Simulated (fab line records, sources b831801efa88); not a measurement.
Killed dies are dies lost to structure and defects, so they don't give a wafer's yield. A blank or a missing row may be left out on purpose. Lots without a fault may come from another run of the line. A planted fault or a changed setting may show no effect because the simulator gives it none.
A struck lot beside a sound one | flow sky130 | 32 steps out of a route of 708
Sound: wafers L492.1, L492.3, L492.4. Struck: wafers L511.2, L511.3, L511.6. The cause comes at the end.
At each step with rows: each side's tool, then ch and its chambers, then its first start. Under that, the readings that differ: sound wafers | struck wafers | difference of the means | sigmas: that difference in standard deviations of wafers without a fault.
alike: readings whose means differ by less than 2 such deviations, and words and numbers that are the same on both sides. not compared: withheld readings, readings that some wafer has no value for, bounds like >300 that may hide the same value, and numbers for which the record gives no deviation and whose values overlap.
The two part at a step that has a row with sigmas, a row that says differs or no value, or rows on one side only. Numbers that don't overlap but have no deviation are shown without sigmas and don't part them. A reading that every wafer of one side lacks parts them only if that side has two wafers or more.

SKY_PWDE_OVL_MEAS_07:
  sound on overlay-01, day 5 02:07; struck on overlay-01, day 9 08:53
  alike: PWDE_OVL
then, 1 step without rows for these wafers: SKY_PWDE_IMPLANT_08.
SKY_PWDE_STRIP_09: strips in O2/N2.
  sound on plasma_asher-04 ch 0,1, day 5 02:18; struck on plasma_asher-03 ch 0,1, day 9 09:04
  alike: drypump_motor_current_A, oes_product_au, strip_time_to_endpoint_s
  not compared: rf_hours_counter_h
SKY_PWDE_TW_MEAS_10:
  sound on film_metro-04, day 5 02:24; struck on film_metro-04, day 9 09:10
  alike: PWDE_TW
then, 7 steps without rows for these wafers: SKY_NWELL_DEHYDRATE_03 (time 60 s); SKY_NWELL_HMDS_04 (prime time 60 s); SKY_NWELL_COAT_05 (resist thk 3000 nm); SKY_NWELL_SOFTBAKE_06; SKY_NWELL_EXPOSE_07 (exposes mask NWM, target cd 840 nm); SKY_NWELL_PEB_08; SKY_NWELL_DEVELOP_09 (develop time 60 s).
SKY_NWELL_OVL_MEAS_10:
  sound on overlay-02, day 5 19:55; struck on overlay-01, day 10 06:40
  alike: NWELL_00_OVL
SKY_NWELL_IMPLANT_11:
  sound on implanter-04 ch 0, day 5 19:56; struck on implanter-04 ch 0, day 10 06:43
  reading                   | sound                | struck               | difference | sigmas
  beam_energy_keV           | 399.84 399.78 399.85 | 485.53 485.38 485.47 | +85.64     | +99 or more
  model.implant.rp_nm (nm)  | 505.3 505.3 505.3    | 589.6 589.6 589.6    | +84.3      |
  model.implant.drp_nm (nm) | 116.9 116.9 116.9    | 128.5 128.5 128.5    | +11.6      |
then, 2 steps without rows for these wafers: SKY_NWELL_IMPLANT_12; SKY_NWELL_IMPLANT_13.
SKY_NWELL_STRIP_14: strips in O2/N2.
  sound on plasma_asher-04 ch 0,1, day 5 20:23; struck on plasma_asher-02 ch 0, day 10 07:08
  alike: drypump_motor_current_A, oes_product_au, strip_time_to_endpoint_s
  not compared: rf_hours_counter_h
SKY_NWELL_TW_MEAS_15:
  sound on film_metro-01, day 5 20:29; struck on film_metro-04, day 10 07:15
  reading  | sound          | struck         | difference | sigmas
  NWELL_TW | 1828 1822 1815 | 1859 1855 1856 | +35        | +3
then, 7 steps without rows for these wafers: SKY_NWELL_DEHYDRATE_16 (time 60 s); SKY_NWELL_HMDS_17 (prime time 60 s); SKY_NWELL_COAT_18 (resist thk 3000 nm); SKY_NWELL_SOFTBAKE_19; SKY_NWELL_EXPOSE_20 (exposes mask NWM COMPLEMENT, target cd 840 nm); SKY_NWELL_PEB_21; SKY_NWELL_DEVELOP_22 (develop time 60 s).
SKY_NWELL_OVL_MEAS_23:
  sound on overlay-01, day 6 14:26; struck on overlay-02, day 11 05:31
  reading           | sound        | struck        | difference | sigmas
  NWELL_01_OVL (nm) | -0.1 0.1 2.4 | 0.7 -3.2 -3.4 | -2.8       | -2
then, 1 step without rows for these wafers: SKY_NWELL_IMPLANT_24.
SKY_NWELL_STRIP_25: strips in O2/N2.
  sound on plasma_asher-01 ch 0,1, day 6 14:37; struck on plasma_asher-01 ch 0,1, day 11 05:41
  alike: drypump_motor_current_A, oes_product_au, strip_time_to_endpoint_s
  not compared: rf_hours_counter_h
SKY_NWELL_TW_MEAS_26:
  sound on film_metro-04, day 6 14:43; struck on film_metro-02, day 11 05:48
  alike: NWELL_2_TW
then, 1 step without rows for these wafers: SKY_NWELL_CLEAN_27 (cleans in SC1/SC2, time 150 s).
SKY_NWELL_RTA_28: time 30 s.
  sound on rtp_anneal-02 ch 0, day 6 14:50; struck on rtp_anneal-01 ch 0, day 11 05:55
  alike: lamp_power_pct, wafer_temp_C_max
SKY_NWELL_RS_MEAS_29: measures by four-point-probe.
  sound on film_metro-02, day 6 14:56; struck on film_metro-04, day 11 06:23
  reading           | sound             | struck            | difference | sigmas
  NWELL_RS (ohm/sq) | 623.7 623.7 625.5 | 595.8 596.1 596.9 | -28.0      | -16
  not compared: hold
-- the record jumps here: 40 days lie between the struck wafers' starts before and after (it left off in module NWELL and takes up again in module PAD_OPEN, whose first step shown is number 708 of the route) --
SKY_PAD_OPEN_PROBE_99:
  sound on prober-02, day 47 02:11; struck on prober-02, day 50 21:57
  reading                                | sound                         | struck                       | difference | sigmas
  killed_at_front_end                    | 14 14 9                       | 22 21 20                     | +9         | +2
  model.etest.nfet_16v.r_on_ohm_um       | 1.436e+04 1.425e+04 1.44e+04  | 1.701e+04 1.701e+04 1.71e+04 | +2.703e+03 |
  model.etest.pfet_16v.r_on_ohm_um       | 1.501e+04 1.518e+04 1.579e+04 | 1.463e+04 1.48e+04 1.487e+04 | -5.600e+02 |
  model.etest.res_nwell.line_ohm_um      | 1037 1048 1076                | 883.3 875.2 872              | -176.8     |
  model.etest.res_nwell.rs_ohm_sq        | 878.4 904.5 934.6             | 735.8 742.9 751              | -162.6     |
  model.etest.pfet_g5v0d10v5.r_on_ohm_um | 4754 4742 4719                | 4706 4636 4715               | -53        |
  model.etest.tip_p_5v.rs_ohm_sq         | 2854 2844 2870                | 2748 2778 2768               | -91        |
  model.etest.pfet_16v.drive_ua_um       | 246.8 245.5 241.4             | 263.4 260.3 259.1            | +16.4      |
  model.etest.pfet_g5v0d10v5.drive_ua_um | 342.3 345.2 343.9             | 353.7 357.2 348.1            | +9.2       |
  alike: killed_at_M0_to_M3, killed_at_M4_up, killed_at_contacts, killed_at_other, killed_dies, killed_open, killed_short

WHERE THEY PART
First at SKY_NWELL_IMPLANT_11; last, within this record, at SKY_PAD_OPEN_PROBE_99.

WHY: what the simulator had put in
Process parameter drift: implanter-04, from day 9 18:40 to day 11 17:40, at SKY_NWELL_IMPLANT_11. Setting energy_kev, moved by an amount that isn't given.
